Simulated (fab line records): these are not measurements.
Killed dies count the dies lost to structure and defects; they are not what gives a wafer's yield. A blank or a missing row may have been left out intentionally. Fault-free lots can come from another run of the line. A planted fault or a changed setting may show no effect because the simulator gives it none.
fab line records    flow sky130
record lots=13  wafers=39  lastDay=50
route steps=708 shown METAL2@498 VIA2@507 PAD_OPEN@708
lots that met no fault: from a run of the same line without faults
startH: hours from the record's first day to the start of the lot's first wafer shown    waitH: hours elapsed since this lot's preceding step    " repeats the value in the row above    L1.1+2: one row covering several wafers at once    - no value, or no start was given    * or withheld: withheld    < > ~ a bound
route shown NAME@n: NAME is a module with steps in the file, n the number in the route of the first one    usual: mean/standard deviation of fault-free wafers    same: alike in all rows    chamber/n: place in a boat    sites: the reading at each site    _std_site: the values' standard deviation    _edge_site: inner sites' mean taken away from outer sites' mean    radiusMm: for every site, how far away it sits from the centre of the wafer    mask NAME#n: copy n    behind: the last tool/chamber to shape the wafer    hold: why the lot went on hold/how many hours it stayed there/how the hold came to an end    device: transistor that didn't switch, given as n, p or np    end of line: tests of these same wafers at the route's end    for a step that has no rows: nothing shown but its recipe    killed: the dies lost at the first sort to structure and to defects; this is not the yield of the wafer    map: shows each die of a wafer: x if killed, . if not, _ if none is there
set.NAME: setting as actually run; set.NAME@STEP: the setting as run at that earlier step    model.NAME: the simulator's own value behind a step, which no gauge read
one table for each step of the route and one row for each wafer, over a sample of lots
services: from which hour (startH, from the record's first day; less than 0 if before it) a tool's chamber was out of use, for how many hours, and why
## steps
# step SKY_METAL2_CD_MEAS_15
# recipe targetCdNm=140
# usual cdNm=140.3/1.4
lot.wafer  tool      chamber  startH  waitH  cdNm
L332.2     cdSem-02  -        846.07  -      139.7
L332.3     "         -        "       "      140.6
L332.5     "         -        "       "      141.2
L333.2     cdSem-01  -        851.31  -      138.4
L333.3     "         -        "       "      139.2
L333.6     "         -        "       "      139.5
L335.1     cdSem-01  -        852.50  -      140.9
L335.2     "         -        "       "      141.5
L335.5     "         -        "       "      142.9
L336.2     cdSem-01  -        854.32  -      140.4
L336.3     "         -        "       "      140.2
L336.4     "         -        "       "      140.7
L337.1     cdSem-02  -        855.04  -      137.9
L337.2     "         -        "       "      139.8
L337.6     "         -        "       "      139.4
L339.2     cdSem-01  -        875.96  -      140.7
L339.3     "         -        "       "      140.2
L339.4     "         -        "       "      141.2
L341.1     cdSem-01  -        883.99  -      137.7
L341.4     "         -        "       "      139.0
L341.6     "         -        "       "      138.2
L343.2     cdSem-01  -        894.62  -      140.1
L343.4     "         -        "       "      140.5
L343.5     "         -        "       "      140.5
L342.2     cdSem-01  -        895.26  -      140.2
L342.4     "         -        "       "      140.8
L342.5     "         -        "       "      139.4
L346.1     cdSem-02  -        917.40  -      140.9
L346.3     "         -        "       "      140.5
L346.6     "         -        "       "      139.0
L350.1     cdSem-02  -        961.24  -      138.5
L350.5     "         -        "       "      136.3
L350.6     "         -        "       "      137.4
L351.1     cdSem-02  -        962.19  -      140.1
L351.4     "         -        "       "      139.0
L351.6     "         -        "       "      137.6
L355.3     cdSem-02  -        984.53  -      142.2
L355.5     "         -        "       "      140.8
L355.6     "         -        "       "      142.9
# step SKY_METAL2_DESCUM_17
# recipe chemistry=O2  sourcePowerW=150  biasPowerW=0  pressureMtorr=10  tempC=40  timeS=8
# usual drypumpMotorCurrentA=6.0/0.5  oesProductAu=1.002/0.0098
lot.wafer  tool         chamber  startH  waitH  drypumpMotorCurrentA  oesProductAu  rfHoursCounterH
L332.2     rieMetal-01  1        846.21  0.0    6.4                   1.016         14
L332.3     "            1        "       "      6.4                   1.014         -
L332.5     "            1        "       "      6.4                   1.024         -
L333.2     rieMetal-04  1        851.81  0.0    6.5                   1.002         6
L333.3     "            0        "       "      6.3                   0.996         -
L333.6     "            0        "       "      6.2                   0.999         -
L335.1     rieMetal-01  1        852.66  0.0    6.4                   1.015         15
L335.2     "            0        "       "      6.0                   1.004         5
L335.5     "            1        "       "      6.4                   1.005         -
L336.2     rieMetal-02  0        854.46  0.0    5.0                   1.007         7
L336.3     "            0        "       "      5.0                   0.998         -
L336.4     "            1        "       "      5.7                   1.009         -
L337.1     rieMetal-02  0        855.20  0.0    5.0                   1.013         7
L337.2     "            1        "       "      5.7                   0.999         5
L337.6     "            0        "       "      5.0                   1.000         -
L339.2     rieMetal-01  0        876.10  0.0    6.0                   0.996         6
L339.3     "            0        "       "      6.0                   0.997         -
L339.4     "            1        "       "      6.4                   1.007         -
L341.1     rieMetal-04  0        884.15  0.0    6.2                   0.988         12
L341.4     "            0        "       "      6.2                   0.982         -
L341.6     "            1        "       "      6.5                   1.004         -
L343.2     rieMetal-01  0        894.76  0.0    6.0                   1.001         7
L343.4     "            1        "       "      6.4                   1.025         -
L343.5     "            1        "       "      6.4                   1.020         -
L342.2     rieMetal-04  0        895.40  0.0    6.3                   0.983         12
L342.4     "            0        "       "      6.2                   0.988         -
L342.5     "            1        "       "      6.5                   1.007         -
L346.1     rieMetal-04  1        917.56  0.0    6.5                   0.996         9
L346.3     "            1        "       "      6.5                   1.005         -
L346.6     "            0        "       "      6.2                   0.992         -
L350.1     rieMetal-02  0        961.40  0.0    5.0                   0.998         11
L350.5     "            0        "       "      5.0                   0.993         -
L350.6     "            1        "       "      5.7                   0.993         -
L351.1     rieMetal-02  0        962.35  0.0    5.0                   1.009         11
L351.4     "            0        "       "      5.0                   1.004         -
L351.6     "            0        "       "      5.0                   0.990         -
L355.3     rieMetal-02  0        984.66  0.0    5.0                   1.012         -
L355.5     "            1        "       "      5.7                   1.015         -
L355.6     "            0        "       "      5.0                   1.008         -
# step SKY_VIA2_HDPCVD_00
# recipe material=SiO2  targetThkNm=1180  sigmaOpenFrac=0.3  timeS=196.7  tempC=400  sih4FlowSccm=60  pressureMtorr=6
# usual pressureMtorr=6.000/0.011
lot.wafer  tool       chamber  startH  waitH  pressureMtorr
L332.2     hdpcvd-01  0        846.98  0.0    6.000
L332.3     "          1        "       "      6.001
L332.5     "          0        "       "      5.979
L333.2     hdpcvd-02  2        853.26  0.0    5.994
L333.3     "          1        "       "      5.988
L333.6     "          0        "       "      6.008
L335.1     hdpcvd-01  2        853.53  0.0    6.005
L335.2     "          1        "       "      6.012
L335.5     "          2        "       "      6.026
L336.2     hdpcvd-01  0        855.30  0.0    6.019
L336.3     "          2        "       "      6.022
L336.4     "          2        "       "      6.000
L337.1     hdpcvd-01  2        855.98  0.0    5.987
L337.2     "          1        "       "      6.000
L337.6     "          1        "       "      5.986
L339.2     hdpcvd-02  2        876.92  0.0    5.999
L339.3     "          0        "       "      5.994
L339.4     "          1        "       "      5.999
L341.1     hdpcvd-01  2        884.94  0.0    6.001
L341.4     "          2        "       "      6.007
L341.6     "          1        "       "      6.002
L343.2     hdpcvd-01  1        895.64  0.0    6.014
L343.4     "          0        "       "      6.019
L343.5     "          1        "       "      5.993
L343.2     hdpcvd-01  1        895.93  0.2    6.018
L343.4     "          0        "       "      5.986
L343.5     "          1        "       "      6.023
L342.2     hdpcvd-02  2        896.18  0.0    5.992
L342.4     "          2        "       "      6.003
L342.5     "          1        "       "      5.999
L346.1     hdpcvd-02  1        918.34  0.0    6.000
L346.3     "          2        "       "      5.997
L346.6     "          1        "       "      6.017
L346.1     hdpcvd-02  1        918.63  0.2    5.999
L346.3     "          2        "       "      5.998
L346.6     "          1        "       "      6.004
L350.1     hdpcvd-02  2        962.18  0.0    6.010
L350.5     "          1        "       "      6.005
L350.6     "          2        "       "      6.009
L351.1     hdpcvd-02  2        963.13  0.0    5.978
L351.4     "          2        "       "      5.989
L351.6     "          2        "       "      5.971
L355.3     hdpcvd-02  0        985.43  0.0    6.002
L355.5     "          0        "       "      5.994
L355.6     "          2        "       "      5.987
# step SKY_VIA2_THK_MEAS_01
# recipe reads=SiO2_of_VIA2_HDPCVD_00
# usual VIA2_HDPCVD_THK=1185/13
lot.wafer  tool          chamber  startH  waitH  VIA2_HDPCVD_THK[nm]
L332.2     filmMetro-02  -        847.12  0.1    1213
L332.3     "             -        "       "      1200
L332.5     "             -        "       "      1204
L333.2     filmMetro-04  -        853.40  0.1    1170
L333.3     "             -        "       "      1163
L333.6     "             -        "       "      1174
L335.1     filmMetro-02  -        853.65  0.1    1207
L335.2     "             -        "       "      1185
L335.5     "             -        "       "      1184
L336.2     filmMetro-04  -        855.43  0.1    1201
L336.3     "             -        "       "      1187
L336.4     "             -        "       "      1181
L337.1     filmMetro-04  -        856.10  0.1    1186
L337.2     "             -        "       "      1196
L337.6     "             -        "       "      1201
L339.2     filmMetro-04  -        877.05  0.1    1185
L339.3     "             -        "       "      1193
L339.4     "             -        "       "      1184
L341.1     filmMetro-02  -        885.06  0.1    1183
L341.4     "             -        "       "      1187
L341.6     "             -        "       "      1193
L343.2     filmMetro-02  -        896.06  0.1    2411
L343.4     "             -        "       "      2394
L343.5     "             -        "       "      2401
L342.2     filmMetro-04  -        896.32  0.1    1181
L342.4     "             -        "       "      1181
L342.5     "             -        "       "      1182
L346.1     filmMetro-02  -        918.75  0.1    2388
L346.3     "             -        "       "      2365
L346.6     "             -        "       "      2378
L350.1     filmMetro-04  -        962.37  0.1    1188
L350.5     "             -        "       "      1197
L350.6     "             -        "       "      1191
L351.1     filmMetro-02  -        963.32  0.1    1179
L351.4     "             -        "       "      1197
L351.6     "             -        "       "      1174
L355.3     filmMetro-01  -        985.57  0.1    1186
L355.5     "             -        "       "      1185
L355.6     "             -        "       "      1156
# step SKY_VIA2_THK_MEAS_23
# recipe thkMeasGauge=xrf  reads=W_of_VIA2_CVD_21
# usual VIA2_W_THK=431/8.6
lot.wafer  tool          chamber  startH   waitH  VIA2_W_THK[nm]
L332.2     filmMetro-01  -        874.74   0.1    443
L332.3     "             -        "        "      436
L332.5     "             -        "        "      440
L333.2     filmMetro-02  -        881.03   0.1    417
L333.3     "             -        "        "      422
L333.6     "             -        "        "      416
L335.1     filmMetro-04  -        881.20   0.1    426
L335.2     "             -        "        "      437
L335.5     "             -        "        "      424
L336.2     filmMetro-02  -        883.16   0.1    418
L336.3     "             -        "        "      416
L336.4     "             -        "        "      414
L337.1     filmMetro-04  -        883.92   0.1    440
L337.2     "             -        "        "      427
L337.6     "             -        "        "      430
L339.2     filmMetro-04  -        903.99   0.1    435
L339.3     "             -        "        "      434
L339.4     "             -        "        "      432
L341.1     filmMetro-01  -        911.52   0.1    444
L341.4     "             -        "        "      443
L341.6     "             -        "        "      445
L343.2     filmMetro-01  -        922.13   0.1    433
L343.4     "             -        "        "      434
L343.5     "             -        "        "      434
L342.2     filmMetro-04  -        922.54   0.1    437
L342.4     "             -        "        "      437
L342.5     "             -        "        "      434
L346.1     filmMetro-01  -        944.12   0.1    423
L346.3     "             -        "        "      436
L346.6     "             -        "        "      430
L350.1     filmMetro-02  -        987.02   0.1    420
L350.5     "             -        "        "      422
L350.6     "             -        "        "      422
L351.1     filmMetro-04  -        988.82   0.1    439
L351.4     "             -        "        "      433
L351.6     "             -        "        "      430
L355.3     filmMetro-02  -        1009.99  0.1    428
L355.5     "             -        "        "      437
L355.6     "             -        "        "      427
# step SKY_PAD_OPEN_PROBE_99
# usual defectLimitedYield=82.4/2  killed_at_M0_to_M3=44/7.4  killed_at_M4_up=3.0/1.6  killedAtContacts=24/5  killedAtFrontEnd=15/4.6  killedAtOther=0.4/0.65  killedDies=86/9.6  killedOnRim=17/3.6  killedOpen=48/7.4  killedShort=38/6.9  sort_bin_3_pad_short=0.9/0.43  sort_bin_5_function=10.4/1.3  sort_bin_6_memory=6.3/1.2  sortNPass=406/9.6  sortYieldPct=82.4/2
# same grossDies=492  killedAtBackSide=0  sort_bin_4_leakage[%]=0  sort_bin_8_speed[%]=0
lot.wafer  tool       chamber  startH   waitH  defectLimitedYield[%]  killed_at_M0_to_M3  killed_at_M4_up  killedAtContacts  killedAtFrontEnd  killedAtOther  killedDies  killedOnRim  killedOpen  killedShort  sort_bin_3_pad_short[%]  sort_bin_5_function[%]  sort_bin_6_memory[%]  sortNPass  sortYieldPct[%]
L332.2     prober-02  -        1093.20  0.1    76.4                   61                  2                31                22                0              116         16           83          33           0.8                      14.0                    8.7                   376        76.4
L332.3     prober-02  -        1093.25  0.2    83.1                   40                  6                21                16                0              83          16           45          38           0.8                      10.8                    5.3                   409        83.1
L332.5     prober-02  -        1093.35  0.2    78.3                   53                  4                32                18                0              107         19           66          41           0.8                      11.4                    9.6                   385        78.3
L335.1     prober-01  -        1099.91  0.1    84.6                   42                  2                22                10                0              76          15           45          31           0.8                      9.1                     5.5                   416        84.6
L335.2     prober-01  -        1099.96  0.1    82.1                   45                  3                27                13                0              88          14           43          45           1.4                      10.2                    6.3                   404        82.1
L335.5     prober-01  -        1100.11  0.2    81.5                   47                  3                23                18                0              91          15           53          37           1.2                      10.2                    7.1                   401        81.5
L333.2     prober-02  -        1108.01  0.1    85.2                   41                  2                18                12                0              73          19           52          21           0.8                      8.5                     5.5                   419        85.2
L333.3     prober-02  -        1108.06  0.2    83.1                   40                  3                24                15                1              83          22           42          41           2.2                      7.3                     7.3                   409        83.1
L333.6     prober-02  -        1108.21  0.2    81.5                   45                  4                23                19                0              91          18           51          40           1.0                      10.2                    7.3                   401        81.5
L336.2     prober-01  -        1108.33  0.1    78.0                   70                  5                15                18                0              108         21           51          56           0.8                      12.4                    8.7                   384        78.0
L336.3     prober-01  -        1108.38  0.2    79.5                   56                  4                28                13                0              101         26           49          52           2.0                      10.6                    7.9                   391        79.5
L336.4     prober-01  -        1108.43  0.2    82.5                   39                  4                35                8                 0              86          19           54          32           0.8                      9.3                     7.3                   406        82.5
L337.1     prober-02  -        1109.46  0.1    82.7                   45                  5                23                12                0              85          18           50          35           1.8                      9.6                     5.9                   407        82.7
L337.2     prober-02  -        1109.51  0.1    85.6                   34                  4                17                15                1              71          17           42          29           1.2                      8.5                     4.7                   421        85.6
L337.6     prober-02  -        1109.71  0.2    83.9                   36                  2                24                16                1              79          13           44          35           0.4                      10.6                    5.1                   413        83.9
L339.2     prober-02  -        1118.96  0.1    81.9                   50                  3                24                11                1              89          20           46          41           1.0                      10.6                    6.5                   403        81.9
L339.3     prober-02  -        1119.01  0.2    85.4                   33                  1                27                11                0              72          13           41          31           0.8                      8.3                     5.5                   420        85.4
L339.4     prober-02  -        1119.06  0.2    79.7                   58                  6                19                16                1              100         17           51          49           1.6                      11.0                    7.7                   392        79.7
L341.1     prober-02  -        1126.37  0.1    83.3                   39                  5                23                15                0              82          18           43          39           0.8                      11.0                    4.9                   410        83.3
L341.4     prober-02  -        1126.52  0.2    83.5                   40                  3                24                14                0              81          13           49          31           1.0                      10.0                    5.5                   411        83.5
L341.6     prober-02  -        1126.62  0.2    83.9                   37                  3                21                18                0              79          14           43          36           0.6                      10.0                    5.5                   413        83.9
L342.2     prober-02  -        1133.74  0.1    81.1                   53                  1                24                15                0              93          21           49          42           0.8                      10.8                    7.3                   399        81.1
L342.4     prober-02  -        1133.84  0.2    81.3                   48                  2                26                16                0              92          20           58          34           1.0                      9.8                     7.9                   400        81.3
L342.5     prober-02  -        1133.89  0.2    82.9                   44                  5                20                14                1              84          22           45          39           1.6                      10.4                    5.1                   408        82.9
L350.1     prober-01  -        1185.01  0.1    82.1                   51                  5                21                11                0              88          18           48          40           0.2                      9.1                     8.5                   404        82.1
L350.5     prober-01  -        1185.21  0.2    81.3                   49                  4                27                11                1              92          18           49          43           0.8                      11.2                    6.7                   400        81.3
L350.6     prober-01  -        1185.26  0.2    84.8                   34                  5                21                15                0              75          9            47          28           0.8                      8.9                     5.5                   417        84.8
L351.1     prober-02  -        1186.60  0.1    84.1                   38                  2                27                10                1              78          17           51          27           0.2                      10.8                    4.9                   414        84.1
L351.4     prober-02  -        1186.75  0.2    86.8                   29                  3                24                9                 0              65          11           36          29           1.2                      8.5                     3.5                   427        86.8
L351.6     prober-02  -        1186.85  0.2    83.3                   35                  3                20                24                0              82          20           44          38           0.8                      8.9                     6.9                   410        83.3
L355.3     prober-02  -        1196.22  0.2    85.6                   36                  1                18                16                0              71          8            49          19           1.0                      8.3                     5.1                   421        85.6
L355.5     prober-02  -        1196.32  0.2    79.1                   57                  6                24                15                1              103         22           55          46           0.4                      12.4                    8.1                   389        79.1
L355.6     prober-02  -        1196.37  0.2    85.6                   33                  5                24                7                 2              71          14           50          20           0.8                      9.3                     4.3                   421        85.6
# killed by level:class
L332.2 VIA1:geometricParticle:open=23 VIA3:geometricParticle:open=13 CONTACT:geometricParticle:open=11 FIELD_ISO:geometricParticle:open=10 VIA2:geometricParticle:open=9 LI_CONTACT:geometricParticle:open=6 CONTACT:geometricParticle:short=5 FIELD_ISO:geometricParticle:short=4
L332.3 VIA3:geometricParticle:open=11 VIA1:geometricParticle:open=7 CONTACT:geometricParticle:open=7 LI_CONTACT:geometricParticle:open=5 METAL1:geometricParticle:short=5 METAL3:geometricParticle:short=5 FIELD_ISO:geometricParticle:open=4 CONTACT:geometricParticle:short=4
L332.5 VIA1:geometricParticle:open=13 CONTACT:geometricParticle:open=12 VIA2:geometricParticle:open=11 VIA1:geometricParticle:short=9 VIA3:geometricParticle:open=7 LI_CONTACT:geometricParticle:open=6 LOCAL_INTERCONNECT:geometricParticle:short=5 FIELD_ISO:geometricParticle:short=4
L335.1 VIA3:geometricParticle:open=9 LI_CONTACT:geometricParticle:open=8 CONTACT:geometricParticle:open=7 VIA1:geometricParticle:open=6 CONTACT:geometricParticle:short=5 METAL1:geometricParticle:short=5 METAL3:geometricParticle:short=4 VIA2:geometricParticle:short=4
L335.2 VIA3:geometricParticle:open=9 METAL1:geometricParticle:short=9 VIA1:geometricParticle:open=8 CONTACT:geometricParticle:open=6 LOCAL_INTERCONNECT:geometricParticle:short=5 POLY_GATE:geometricParticle:open=4 LI_CONTACT:geometricParticle:short=4 LI_CONTACT:geometricParticle:open=4
L335.5 VIA1:geometricParticle:open=12 LI_CONTACT:geometricParticle:open=8 CONTACT:geometricParticle:open=8 VIA3:geometricParticle:open=8 CONTACT:geometricParticle:short=6 METAL2:geometricParticle:short=6 VIA2:geometricParticle:open=6 POLY_GATE:geometricParticle:short=5
L333.2 VIA1:geometricParticle:open=16 CONTACT:geometricParticle:open=10 POLY_GATE:geometricParticle:open=5 VIA2:geometricParticle:open=5 VIA3:geometricParticle:open=5 FIELD_ISO:geometricParticle:open=4 METAL2:geometricParticle:short=4 FIELD_ISO:geometricParticle:short=3
L333.3 VIA1:geometricParticle:open=9 FIELD_ISO:geometricParticle:open=6 CONTACT:geometricParticle:short=6 CONTACT:geometricParticle:open=6 METAL1:geometricParticle:short=6 VIA3:geometricParticle:open=6 LI_CONTACT:geometricParticle:short=5 VIA1:geometricParticle:short=5
L333.6 VIA1:geometricParticle:open=14 CONTACT:geometricParticle:open=11 METAL2:geometricParticle:short=7 FIELD_ISO:geometricParticle:short=6 VIA2:geometricParticle:open=6 VIA3:geometricParticle:open=5 LI_CONTACT:geometricParticle:open=4 LOCAL_INTERCONNECT:geometricParticle:short=4
L336.2 VIA1:geometricParticle:open=14 VIA1:geometricParticle:short=9 METAL2:geometricParticle:short=9 METAL1:geometricParticle:short=7 POLY_GATE:geometricParticle:short=6 CONTACT:geometricParticle:open=6 VIA3:geometricParticle:open=6 LI_CONTACT:geometricParticle:open=5
L336.3 VIA1:geometricParticle:open=12 LI_CONTACT:geometricParticle:open=9 CONTACT:geometricParticle:open=8 CONTACT:geometricParticle:short=8 VIA1:geometricParticle:short=8 METAL2:geometricParticle:short=8 VIA2:geometricParticle:open=7 METAL1:geometricParticle:short=6
L336.4 VIA1:geometricParticle:open=12 LI_CONTACT:geometricParticle:open=11 CONTACT:geometricParticle:open=9 LI_CONTACT:geometricParticle:short=7 METAL1:geometricParticle:short=7 VIA3:geometricParticle:open=7 FIELD_ISO:geometricParticle:open=6 CONTACT:geometricParticle:short=6
L337.1 VIA1:geometricParticle:open=13 VIA2:geometricParticle:open=10 CONTACT:geometricParticle:open=10 METAL2:geometricParticle:short=5 VIA3:geometricParticle:short=5 POLY_GATE:geometricParticle:open=4 LI_CONTACT:geometricParticle:open=4 LOCAL_INTERCONNECT:geometricParticle:short=4
L337.2 CONTACT:geometricParticle:open=6 VIA1:geometricParticle:short=6 VIA1:geometricParticle:open=6 VIA2:geometricParticle:open=6 VIA3:geometricParticle:open=6 LI_CONTACT:geometricParticle:open=5 METAL2:geometricParticle:short=4 FIELD_ISO:geometricParticle:short=3
L337.6 CONTACT:geometricParticle:open=10 POLY_GATE:geometricParticle:open=7 VIA3:geometricParticle:open=7 METAL2:geometricParticle:short=6 CONTACT:geometricParticle:short=5 VIA1:geometricParticle:open=5 VIA2:geometricParticle:open=4 VIA1:geometricParticle:short=4
L339.2 VIA1:geometricParticle:open=10 VIA2:geometricParticle:open=9 LI_CONTACT:geometricParticle:open=8 CONTACT:geometricParticle:short=8 VIA1:geometricParticle:short=7 METAL1:geometricParticle:short=6 CONTACT:geometricParticle:open=5 VIA3:geometricParticle:open=5
L339.3 LI_CONTACT:geometricParticle:open=10 METAL1:geometricParticle:short=7 VIA1:geometricParticle:open=7 LI_CONTACT:geometricParticle:short=5 CONTACT:geometricParticle:open=5 VIA3:geometricParticle:open=5 FIELD_ISO:geometricParticle:open=4 METAL3:geometricParticle:short=4
L339.4 VIA1:geometricParticle:open=14 METAL2:geometricParticle:short=10 VIA2:geometricParticle:open=8 LI_CONTACT:geometricParticle:open=6 CONTACT:geometricParticle:short=5 METAL1:geometricParticle:short=5 VIA1:geometricParticle:short=5 VIA3:geometricParticle:open=5
L341.1 CONTACT:geometricParticle:open=9 VIA1:geometricParticle:open=8 VIA2:geometricParticle:open=7 LI_CONTACT:geometricParticle:open=6 FIELD_ISO:geometricParticle:short=5 METAL1:geometricParticle:short=5 LOCAL_INTERCONNECT:geometricParticle:short=4 METAL2:geometricParticle:short=4
L341.4 CONTACT:geometricParticle:open=13 VIA3:geometricParticle:open=8 VIA2:geometricParticle:open=6 METAL2:geometricParticle:short=6 POLY_GATE:geometricParticle:short=5 LI_CONTACT:geometricParticle:open=5 POLY_GATE:geometricParticle:open=4 LOCAL_INTERCONNECT:geometricParticle:short=4
L341.6 FIELD_ISO:geometricParticle:short=8 CONTACT:geometricParticle:open=8 VIA3:geometricParticle:open=8 CONTACT:geometricParticle:short=6 VIA1:geometricParticle:open=6 METAL1:geometricParticle:short=5 LI_CONTACT:geometricParticle:open=5 METAL2:geometricParticle:short=5
L342.2 VIA1:geometricParticle:open=19 LI_CONTACT:geometricParticle:open=8 METAL1:geometricParticle:short=8 VIA2:geometricParticle:open=6 CONTACT:geometricParticle:short=5 CONTACT:geometricParticle:open=5 FIELD_ISO:geometricParticle:short=4 POLY_GATE:geometricParticle:short=4
L342.4 CONTACT:geometricParticle:open=11 METAL2:geometricParticle:short=11 VIA1:geometricParticle:open=11 VIA2:geometricParticle:open=9 LI_CONTACT:geometricParticle:open=6 FIELD_ISO:geometricParticle:open=4 CONTACT:geometricParticle:short=4 POLY_GATE:geometricParticle:open=3
L342.5 VIA1:geometricParticle:open=9 CONTACT:geometricParticle:open=7 LI_CONTACT:geometricParticle:open=6 VIA1:geometricParticle:short=5 METAL4:geometricParticle:short=5 METAL2:geometricParticle:short=5 VIA2:geometricParticle:open=5 VIA2:geometricParticle:short=5
L350.1 VIA1:geometricParticle:open=19 LOCAL_INTERCONNECT:geometricParticle:short=7 METAL2:geometricParticle:short=7 LI_CONTACT:geometricParticle:open=6 VIA1:geometricParticle:short=6 VIA2:geometricParticle:open=5 FIELD_ISO:geometricParticle:open=4 CONTACT:geometricParticle:open=4
L350.5 VIA1:geometricParticle:open=15 CONTACT:geometricParticle:open=11 LI_CONTACT:geometricParticle:open=6 VIA3:geometricParticle:open=5 VIA2:geometricParticle:short=5 METAL3:geometricParticle:short=5 CONTACT:geometricParticle:short=4 LOCAL_INTERCONNECT:geometricParticle:short=4
L350.6 CONTACT:geometricParticle:open=11 VIA3:geometricParticle:open=7 VIA1:geometricParticle:open=6 CONTACT:geometricParticle:short=5 METAL1:geometricParticle:short=4 FIELD_ISO:geometricParticle:open=3 METAL3:geometricParticle:open=3 POLY_GATE:geometricParticle:short=3
L351.1 CONTACT:geometricParticle:open=14 VIA1:geometricParticle:open=10 VIA2:geometricParticle:open=7 CONTACT:geometricParticle:short=6 POLY_GATE:geometricParticle:short=5 VIA3:geometricParticle:open=5 LI_CONTACT:geometricParticle:open=5 METAL1:geometricParticle:open=4
L351.4 CONTACT:geometricParticle:open=9 LI_CONTACT:geometricParticle:open=8 VIA1:geometricParticle:open=5 METAL3:geometricParticle:short=5 METAL2:geometricParticle:short=4 LOCAL_INTERCONNECT:geometricParticle:open=3 METAL4:geometricParticle:short=3 VIA2:geometricParticle:open=3
L351.6 VIA1:geometricParticle:short=8 VIA3:geometricParticle:open=7 FIELD_ISO:geometricParticle:short=6 CONTACT:geometricParticle:short=6 VIA1:geometricParticle:open=6 VIA2:geometricParticle:open=6 CONTACT:geometricParticle:open=5 FIELD_ISO:geometricParticle:open=4
L355.3 VIA1:geometricParticle:open=11 VIA2:geometricParticle:open=7 CONTACT:geometricParticle:open=7 VIA3:geometricParticle:open=6 LI_CONTACT:geometricParticle:open=5 FIELD_ISO:geometricParticle:open=4 POLY_GATE:geometricParticle:open=4 LOCAL_INTERCONNECT:geometricParticle:short=4
L355.5 VIA1:geometricParticle:open=15 VIA3:geometricParticle:open=10 LI_CONTACT:geometricParticle:open=8 CONTACT:geometricParticle:open=7 METAL1:geometricParticle:short=7 METAL4:geometricParticle:short=5 METAL2:geometricParticle:short=5 VIA2:geometricParticle:open=5
L355.6 VIA1:geometricParticle:open=13 CONTACT:geometricParticle:open=10 LI_CONTACT:geometricParticle:open=6 VIA3:geometricParticle:open=5 LOCAL_INTERCONNECT:geometricParticle:short=4 METAL1:geometricParticle:short=3 METAL2:geometricParticle:short=3 VIA2:geometricParticle:open=3
## services
tool         chamber  startH  hours  kind
rieMetal-04  -        903.25  1.4    pm
rieMetal-04  -        938.96  0.5    repair
hdpcvd-01    -        950.25  15.0   pm
hdpcvd-01    0        950.25  15.0   ventCycle
hdpcvd-01    1        950.25  15.0   ventCycle
hdpcvd-01    2        950.25  15.0   ventCycle
hdpcvd-01    1        950.34  14.9   repair
hdpcvd-02    0        951.66  12.9   repair
hdpcvd-01    0        965.25  -      clean
hdpcvd-01    1        965.25  -      clean
hdpcvd-01    2        965.25  -      clean
rieMetal-02  0        975.74  1.5    repair
rieMetal-02  -        976.68  0.6    repair
## key
firstSign step=SKY_VIA2_HDPCVD_00  reading=visit  direction=added
effect step=SKY_VIA2_THK_MEAS_01  reading=VIA2_HDPCVD_THK  direction=up  sigmas=95  usual=1185  struck=2389
metAt SKY_VIA2_HDPCVD_00
struckLots L343,L346
rowsEnd L343.2,L343.4,L343.5,L346.1,L346.3,L346.6
notActingAt SKY_METAL2_CD_MEAS_15,SKY_METAL2_DESCUM_17,SKY_VIA2_THK_MEAS_23
earlierFault kind=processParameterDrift  tool=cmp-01  chamber=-  onsetH=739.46  steps=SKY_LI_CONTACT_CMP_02  channel=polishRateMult  offset=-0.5  shape=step  endH=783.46
fault kind=repeatedStepWhole  tool=hdpcvd-01,hdpcvd-02  chamber=-  onsetH=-  steps=SKY_VIA2_HDPCVD_00  times=1  scope=struckLotsOnly
# rowsEnd: these wafers met a further fault down the route, and their rows from its step on are left out
